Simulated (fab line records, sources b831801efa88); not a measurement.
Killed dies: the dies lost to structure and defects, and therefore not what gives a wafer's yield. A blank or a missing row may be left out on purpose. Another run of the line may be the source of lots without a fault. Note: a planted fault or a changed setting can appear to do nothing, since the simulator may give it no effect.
Which tool did it? :: flow gf180mcu :: 21 wafers from 7 lots sampled at 3 of the route's 602 steps

== WHAT EACH GAUGE READ, for each wafer ==
GF_V1_THK_MEAS_25: measures by xrf.
lot: L302
measured: day 19 16:22
on: film metro-03
V1_W_THK (nm): 372 361 360

lot: L304
measured: day 20 09:37
on: film metro-04
V1_W_THK (nm): 356 353 354

lot: L307
measured: day 21 03:50
on: film metro-04
V1_W_THK (nm): 356 354 358

lot: L309
measured: day 21 20:01
on: film metro-04
V1_W_THK (nm): 355 358 363

lot: L314
measured: day 23 22:29
on: film metro-04
V1_W_THK (nm): 353 352 351

lot: L316
measured: day 24 06:44
on: film metro-04
V1_W_THK (nm): 345 343 346

lot: L321
measured: day 25 21:52
on: film metro-02
V1_W_THK (nm): 357 354 352

== TOOL THAT RAN EACH LOT (tool first, then ch and the chambers of the sampled wafers, then the start) ==
lot: L302
GF_HV_LDD_DEHYDRATE_00: litho track-03 ch 0, day 10 18:32
GF_M1_STRIP_17: plasma asher-03 ch 0,1, day 18 13:14

lot: L304
GF_HV_LDD_DEHYDRATE_00: litho track-02 ch 0, day 11 07:59
GF_M1_STRIP_17: plasma asher-03 ch 0,1, day 19 06:28

lot: L307
GF_HV_LDD_DEHYDRATE_00: litho track-04 ch 0, day 11 21:35
GF_M1_STRIP_17: plasma asher-04 ch 0,1, day 20 00:47

lot: L309
GF_HV_LDD_DEHYDRATE_00: litho track-03 ch 0, day 12 09:44
GF_M1_STRIP_17: plasma asher-02 ch 0, day 20 17:40

lot: L314
GF_HV_LDD_DEHYDRATE_00: litho track-04 ch 0, day 14 06:31
GF_M1_STRIP_17: plasma asher-04 ch 0,1, day 22 20:46

lot: L316
GF_HV_LDD_DEHYDRATE_00: litho track-04 ch 0, day 14 13:44
GF_M1_STRIP_17: plasma asher-04 ch 0,1, day 23 05:58

lot: L321
GF_HV_LDD_DEHYDRATE_00: litho track-03 ch 0, day 16 04:09
GF_M1_STRIP_17: plasma asher-04 ch 0, day 24 21:52
- GF_HV_LDD_DEHYDRATE_00: time 60 s.
- GF_M1_STRIP_17: strips in O2/N2.

== THE ANSWER, worked out from the rows above alone ==
Rule: the usual values come from the lots themselves. The widest of any qualifying gaps counts: lots, ordered by their means at a reading, are off when they make up no more than a third of the lots, leave a main group of 4 or more, and stand apart from it by 3 or more times the standard deviation of that group's means. A main group is skipped when, at the precision printed for the reading in the tables above, its means are all equal. Also off: a lot with no number at a reading for which 4 or more lots have one. Where the step has rows for the other lots, those lots are counted as sound.
None of the lots is off at any reading shown; this tells nothing.

== WHAT THE SIMULATOR HAD PUT IN ==
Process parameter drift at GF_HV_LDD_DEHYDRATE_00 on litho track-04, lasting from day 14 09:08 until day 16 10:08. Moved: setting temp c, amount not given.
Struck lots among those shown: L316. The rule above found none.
